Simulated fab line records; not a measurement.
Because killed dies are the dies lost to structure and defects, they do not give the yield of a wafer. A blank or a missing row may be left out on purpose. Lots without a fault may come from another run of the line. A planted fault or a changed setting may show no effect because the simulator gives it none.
Which of the tools did it? | flow gf180mcu | 45 wafers from 15 lots sampled at 4 of the route's 602 steps

WHAT THE GAUGES READ, wafer by wafer
GF_M2_THK_MEAS_06: measures by xrf.
lot  | measured     | on           | M2_ALCU_THK (nm)
L511 | day 18 03:51 | filmMetro-03 | 449 456 445
L513 | day 18 19:03 | filmMetro-02 | 448 452 448
L514 | day 19 07:58 | filmMetro-01 | 449 444 451
L521 | day 22 11:06 | filmMetro-01 | 457 457 458
L526 | day 23 22:22 | filmMetro-01 | 454 453 450
L527 | day 24 02:57 | filmMetro-03 | 442 443 447
L528 | day 24 12:11 | filmMetro-02 | 445 453 447
L530 | day 24 23:26 | filmMetro-02 | 443 452 442
L531 | day 25 06:04 | filmMetro-03 | 445 447 448
L532 | day 25 15:35 | filmMetro-01 | 449 449 449
L533 | day 25 20:38 | filmMetro-01 | 452 439 445
L534 | day 26 07:28 | filmMetro-02 | 445 449 448

GF_V2_THK_MEAS_01.
lot  | measured     | on           | V2_CVD_00_THK (nm)
L511 | day 19 04:41 | filmMetro-01 | 594 595 600
L513 | day 19 20:19 | filmMetro-02 | 596 599 593
L514 | day 20 08:36 | filmMetro-01 | 596 609 606
L521 | day 23 10:46 | filmMetro-02 | 594 600 585
L526 | day 24 21:04 | filmMetro-02 | 610 596 607
L527 | day 25 01:33 | filmMetro-02 | 588 597 590
L528 | day 25 10:32 | filmMetro-04 | 596 592 594
L530 | day 25 20:36 | filmMetro-02 | 582 577 588
L531 | day 26 03:30 | filmMetro-02 | 594 606 604
L532 | day 26 13:20 | filmMetro-01 | 597 612 611
L533 | day 26 17:48 | filmMetro-04 | 594 586 576
L534 | day 27 05:04 | filmMetro-04 | 607 602 596

EACH LOT AND THE TOOL THAT RAN IT (in order: tool; ch and the chambers of the sampled wafers; start)
lot  | GF_STI_WET_ETCH_28            | GF_V1_CMP_26
L511 | wetBench-01 ch 1, day 2 04:11 | cmp-01 ch 0,3, day 18 03:13
L513 | wetBench-03 ch 3, day 2 15:14 | cmp-01 ch 1,2,3, day 18 18:24
L514 | wetBench-04 ch 0, day 2 21:41 | cmp-02 ch 0,1,3, day 19 07:19
L515 | wetBench-03 ch 3, day 3 02:28 | -
L516 | wetBench-03 ch 3, day 3 09:46 | -
L517 | wetBench-03 ch 0, day 3 12:32 | -
L521 | wetBench-03 ch 2, day 4 08:07 | cmp-01 ch 0,2,3, day 22 10:35
L526 | wetBench-04 ch 0, day 5 09:47 | cmp-02 ch 1,2,3, day 23 21:47
L527 | wetBench-01 ch 3, day 5 14:36 | cmp-01 ch 1,2, day 24 02:21
L528 | wetBench-01 ch 3, day 5 20:13 | cmp-02 ch 0,1, day 24 11:32
L530 | wetBench-04 ch 1, day 6 05:25 | cmp-02 ch 1,3, day 24 22:50
L531 | wetBench-03 ch 1, day 6 11:29 | cmp-02 ch 0,2,3, day 25 05:31
L532 | wetBench-01 ch 2, day 6 16:41 | cmp-02 ch 0,1,3, day 25 14:59
L533 | wetBench-04 ch 3, day 6 21:13 | cmp-01 ch 0,1,2, day 25 19:58
L534 | wetBench-01 ch 0, day 7 03:59 | cmp-02 ch 0,2, day 26 06:52
- GF_STI_WET_ETCH_28: etches SiO2 in dHF, target depth 20 nm, time 40 s.
- GF_V1_CMP_26: polishes, stops on SiO2, t overpolish 15 s, target thk 0 nm.

AS READ BY THE TOOLS THEMSELVES (means over the sampled wafers that have a number; for cases with no such wafer, the mark the record gives instead)
GF_STI_WET_ETCH_28.
lot  | tool        | bathHeatDutyPct (%) | runLengthS (s) | tempC (C)
L511 | wetBench-01 | 5.9                 | 71.9           | 25.04
L513 | wetBench-03 | 6.9                 | 71.4           | 25.21
L514 | wetBench-04 | 6.7                 | 67.7           | 24.90
L515 | wetBench-03 | -                   | -              | -
L516 | wetBench-03 | -                   | -              | -
L517 | wetBench-03 | -                   | -              | -
L521 | wetBench-03 | 5.8                 | 72.1           | 25.05
L526 | wetBench-04 | 6.6                 | 67.5           | 25.03
L527 | wetBench-01 | 6.3                 | 71.5           | 24.99
L528 | wetBench-01 | 6.5                 | 72.1           | 25.13
L530 | wetBench-04 | 7.3                 | 72.3           | 25.11
L531 | wetBench-03 | 7.4                 | 65.1           | 25.10
L532 | wetBench-01 | 5.6                 | 66.2           | 25.02
L533 | wetBench-04 | 6.4                 | 66.0           | 25.04
L534 | wetBench-01 | 5.8                 | 64.7           | 24.94

GF_V1_CMP_26.
lot  | tool   | motorCurrentA (A) | overpolishRunS (s) | timeToEndpointS (s)
L511 | cmp-01 | 12.4              | 15.006             | 90
L513 | cmp-01 | 11.9              | 14.998             | 83
L514 | cmp-02 | 11.1              | 15.006             | 79
L521 | cmp-01 | 12.4              | 14.996             | 84
L526 | cmp-02 | 11.9              | 15.006             | 84
L527 | cmp-01 | 11.1              | 14.992             | 84
L528 | cmp-02 | 11.3              | 14.999             | 84
L530 | cmp-02 | 10.9              | 15.000             | 78
L531 | cmp-02 | 12.1              | 15.001             | 84
L532 | cmp-02 | 11.1              | 14.999             | 83
L533 | cmp-01 | 10.9              | 14.988             | 81
L534 | cmp-02 | 12.5              | 14.997             | 82

THE ANSWER, worked out from the rows above alone
Rule: what is usual is taken from the lots themselves. Put in order of their means at a reading, lots are off if they are a third of the lots or fewer, leave a main group of 4 or more, and stand apart from it by a gap of 3 or more times the standard deviation of the main group's means; of several such gaps the widest counts. If all means in a main group match to the digits the tables above print for the reading, that group is not used. A lot without any number at a reading at which 4 lots or more have one is off too. All remaining lots with rows at the step are treated as sound. After the gauges, taken in route order, come the tools' own readings; for these a lot's mean is taken, as printed above. At the first step where some lot is off, the reading lying furthest off is the one used; lots without a number count as furthest.
Off, at GF_STI_WET_ETCH_28 on bathHeatDutyPct: L515, L516, L517. Without a number there: L515, L516, L517. Mean 6.4 % and standard deviation 0.56 in the main group.
If a tool, at that step or one of the process steps before it, ran each lot that is off and ran no sound lot following the first of them, it fits. Not one of the candidates tried fits.

WHAT WAS PUT IN BY THE SIMULATOR
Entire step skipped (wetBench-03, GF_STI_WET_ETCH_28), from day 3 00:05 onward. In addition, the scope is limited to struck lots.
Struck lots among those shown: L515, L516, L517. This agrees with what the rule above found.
